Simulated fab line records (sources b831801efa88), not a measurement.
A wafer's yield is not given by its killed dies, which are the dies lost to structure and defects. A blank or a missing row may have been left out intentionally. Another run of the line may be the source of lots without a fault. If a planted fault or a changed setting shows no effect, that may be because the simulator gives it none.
A struck lot beside a sound one + flow sky130 + 15 out of 708 route steps
Sound: these wafers, L302.1, L302.2, L302.3. Struck: wafers L313.1, L313.4, L313.5. The cause is given at the end.
For every step that has rows: the tool of each side, followed by ch and its chambers, followed by its first start. Under that, the readings that differ: sound wafers + struck wafers + difference of the means + sigmas: that difference in standard deviations of wafers without a fault.
alike: readings whose means differ by less than 2 such deviations, and words and numbers that are the same on both sides. not compared: withheld readings, readings that some wafer has no value for, bounds like >300 that may hide the same value, and numbers for which the record gives no deviation and whose values overlap.
Wherever a step has rows on one side only, a row that says differs or no value, or a row with sigmas, the two part there. Numbers that don't overlap but have no deviation are shown without sigmas and don't part them. A reading missing from all wafers of one side parts the sides only when that side holds two or more wafers.

SKY_PWDE_OVL_MEAS_07:
  sound on overlay-01 at day 6 04:12; struck on overlay-02 at day 8 19:33
  alike: PWDE_OVL
then, 1 step without rows for these wafers: SKY_PWDE_IMPLANT_08.
SKY_PWDE_STRIP_09: strips in O2/N2.
  sound on plasma asher-04 ch 0,1, day 6 04:23; struck on plasma asher-03 ch 0, day 8 19:44
  alike: drypump motor current A, oes product au, strip time to endpoint s
  not compared: rf hours counter h
SKY_PWDE_TW_MEAS_10:
  sound on film metro-03 at day 6 04:29; struck on film metro-04 at day 8 19:50
  alike: PWDE_TW
then, 7 steps without rows for these wafers: SKY_NWELL_DEHYDRATE_03 (time 60 s); SKY_NWELL_HMDS_04 (prime time 60 s); SKY_NWELL_COAT_05 (resist thk 3000 nm); SKY_NWELL_SOFTBAKE_06; SKY_NWELL_EXPOSE_07 (exposes mask NWM, target cd 840 nm); SKY_NWELL_PEB_08; SKY_NWELL_DEVELOP_09 (develop time 60 s).
SKY_NWELL_OVL_MEAS_10:
  sound on overlay-01 at day 6 23:09; struck on overlay-01 at day 9 17:03
  alike: NWELL_00_OVL
SKY_NWELL_IMPLANT_11:
  sound on implanter-03 ch 0, day 6 23:11; struck on implanter-03 ch 0, day 9 17:05
| reading                   | sound                | struck               | difference | sigmas      |
|---------------------------|----------------------|----------------------|------------|-------------|
| beam energy keV           | 399.97 399.91 400.05 | 385.40 385.53 385.55 | -14.48     | -99 or more |
| model.implant.drp nm (nm) | 116.9 116.9 116.9    | 114.6 114.6 114.6    | -2.3       |             |
then, 1 step without rows for these wafers: SKY_NWELL_IMPLANT_12.
-- the record jumps here: 41 days lie between the struck wafers' starts before and after (it left off in module NWELL and takes up again in module PAD_OPEN, whose first step shown is number 708 of the route) --
SKY_PAD_OPEN_PROBE_99:
  sound on prober-01 at day 48 14:06; struck on prober-02 at day 50 23:28
| reading                                  | sound                  | struck                  | difference | sigmas |
|------------------------------------------|------------------------|-------------------------|------------|--------|
| model.etest.res nwell.line ohm um        | 1159 1181 1131         | 1255 1200 1222          | +69        |        |
| model.etest.pfet_16v.vt v (V)            | -1.079 -1.084 -1.099   | -1.144 -1.156 -1.14     | -0.059     |        |
| model.etest.pfet g5v0d10v5.vt long v (V) | -0.9135 -0.915 -0.9258 | -0.9636 -0.9769 -0.9655 | -0.0506    |        |
  alike: killed_at_M0_to_M3, killed_at_M4_up, killed at contacts, killed at front end, killed at other, killed dies, killed open, killed short

WHERE THEY PART
SKY_NWELL_IMPLANT_11 only, going by this record. Later steps at which nothing parts them and some readings are alike: SKY_PAD_OPEN_PROBE_99.

WHY: what had been put in by the simulator
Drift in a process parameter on implanter-03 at SKY_NWELL_IMPLANT_11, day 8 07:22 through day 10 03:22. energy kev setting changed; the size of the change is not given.
